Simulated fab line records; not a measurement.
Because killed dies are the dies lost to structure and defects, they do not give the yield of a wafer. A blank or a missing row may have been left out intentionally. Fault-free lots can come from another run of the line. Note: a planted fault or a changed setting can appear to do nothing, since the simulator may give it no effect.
Comparing a struck lot with a sound one	flow sky130	22 steps out of a route of 708
Sound: these wafers, L247.3, L247.4, L247.6. Wafers struck: L266.1, L266.4, L266.6. The cause is given at the end.
Order at every step that has rows: each side's tool, ch and its chambers, its first start. Under that, the readings that differ: sound wafers	struck wafers	difference of the means	sigmas: that difference in standard deviations of wafers without a fault.
alike: same words and numbers on both sides, and readings whose means sit less than 2 such deviations apart. not compared: any withheld reading, any reading some wafer has no value for, any bound like >300 that may hide the same value, and any number with overlapping values for which the record gives no deviation.
Wherever a step has rows on one side only, a row that says differs or no value, or a row with sigmas, the two part there. Non-overlapping numbers with no deviation appear without sigmas and do not part them. A reading missing from all wafers of one side parts the sides only when that side holds two or more wafers.

SKY_POLY_GATE_THK_MEAS_21:
  sound: film metro-01 at day 17 01:48; struck: film metro-02 at day 24 19:43
  alike: POLY_GATE_OXIDATION_THK
SKY_POLY_GATE_CD_MEAS_22:
  sound: cd sem-01 at day 17 01:55; struck: cd sem-02 at day 24 19:46
  alike: cd nm
then, 7 steps without rows for these wafers: SKY_LDD_N_DEHYDRATE_00 (time 60 s); SKY_LDD_N_HMDS_01 (prime time 60 s); SKY_LDD_N_COAT_02 (resist thk 300 nm); SKY_LDD_N_SOFTBAKE_03 (time 60 s); SKY_LDD_N_EXPOSE_04 (exposes mask NTM, target cd 840 nm); SKY_LDD_N_PEB_05; SKY_LDD_N_DEVELOP_06 (develop time 60 s).
SKY_LDD_N_OVL_MEAS_07:
  sound: overlay-01 at day 18 06:51; struck: overlay-02 at day 26 01:37
reading	sound	struck	difference	sigmas
LDD_N_OVL (nm)	-1.7 -2.5 -1.5	1.0 1.1 1.1	+3.0	+2
then, 2 steps without rows for these wafers: SKY_LDD_N_IMPLANT_08; SKY_LDD_N_IMPLANT_09.
SKY_LDD_N_IMPLANT_10:
  sound on implanter-04 ch 0, day 18 07:14; struck on implanter-04 ch 0, day 26 01:58
reading	sound	struck	difference	sigmas
beam on s (s)	10.01 9.86 9.85	37.82 37.49 38.27	+27.95	+99 or more
dose ions cm2	7.509e+13 7.506e+13 7.509e+13	3.6241e+14 3.6232e+14 3.6247e+14	+2.8732e+14	+99 or more
faraday current uA	423 428 430	540 549 536	+115	+15
  alike: beam energy keV
then, 5 steps without rows for these wafers: SKY_LDD_N_IMPLANT_11; SKY_LDD_N_IMPLANT_12; SKY_LDD_N_IMPLANT_13; SKY_LDD_N_IMPLANT_14; SKY_LDD_N_IMPLANT_15.
SKY_LDD_N_STRIP_16: strips in O2/N2.
  sound on plasma asher-03 ch 0,1, day 18 08:07; struck on plasma asher-03 ch 0,1, day 26 02:52
reading	sound	struck	difference	sigmas
strip time to endpoint s (s)	4.321 4.311 4.329	5.035 5.022 5.042	+0.713	+48
  alike: drypump motor current A, oes product au
  not compared: rf hours counter h
SKY_LDD_N_TW_MEAS_17:
  sound: film metro-03 at day 18 08:12; struck: film metro-03 at day 26 02:58
reading	sound	struck	difference	sigmas
LDD_N_TW	2612 2613 2620	2904 2907 2906	+291	+6
then, 1 step without rows for these wafers: SKY_LDD_P_DEHYDRATE_00 (time 60 s).
-- here the record skips 25 days between the struck wafers' starts before and after, leaving off in module LDD_P and picking up in module PAD_OPEN (first step shown: number 708 of the route) --
SKY_PAD_OPEN_PROBE_99:
  sound: prober-01 at day 46 02:16; struck: prober-02 at day 50 20:02
reading	sound	struck	difference	sigmas
model.etest.tip n.rs ohm sq	437.2 439 436.2	304.8 304.3 305.5	-132.6	
model.etest.nfet_01v8.r on ohm um	815.2 819.6 817.3	768.6 783.9 797.4	-34.1	
model.etest.nfet_01v8_turned.drive ua um	521.6 510.1 516.9	558.3 550.3 536.3	+32.1	
model.etest.nfet_01v8_swapped.drive ua um	519.5 510.6 513	548.6 550.6 536.4	+30.8	
model.etest.nfet_01v8_lvt.drive ua um	592.1 580.3 579	621.8 614.7 597.4	+27.5	
model.etest.nfet_01v8.drive ua um	519.7 511.6 518	544.1 538 525.9	+19.6	
model.etest.sram nfet pass.off log10 a um	-12.54 -12.55 -12.76	-12.27 -12.46 -12.16	+0.32	
  alike: killed_at_M0_to_M3, killed_at_M4_up, killed at contacts, killed at front end, killed at other, killed dies, killed open, killed short
  not compared: model.etest.sram nfet pass.drive ua um

== WHERE THEY PART ==
At SKY_LDD_N_OVL_MEAS_07 first; at SKY_LDD_N_TW_MEAS_17 last (within this record only). Later steps at which nothing parts them and some readings are alike: SKY_PAD_OPEN_PROBE_99.

WHY: what the simulator had put in
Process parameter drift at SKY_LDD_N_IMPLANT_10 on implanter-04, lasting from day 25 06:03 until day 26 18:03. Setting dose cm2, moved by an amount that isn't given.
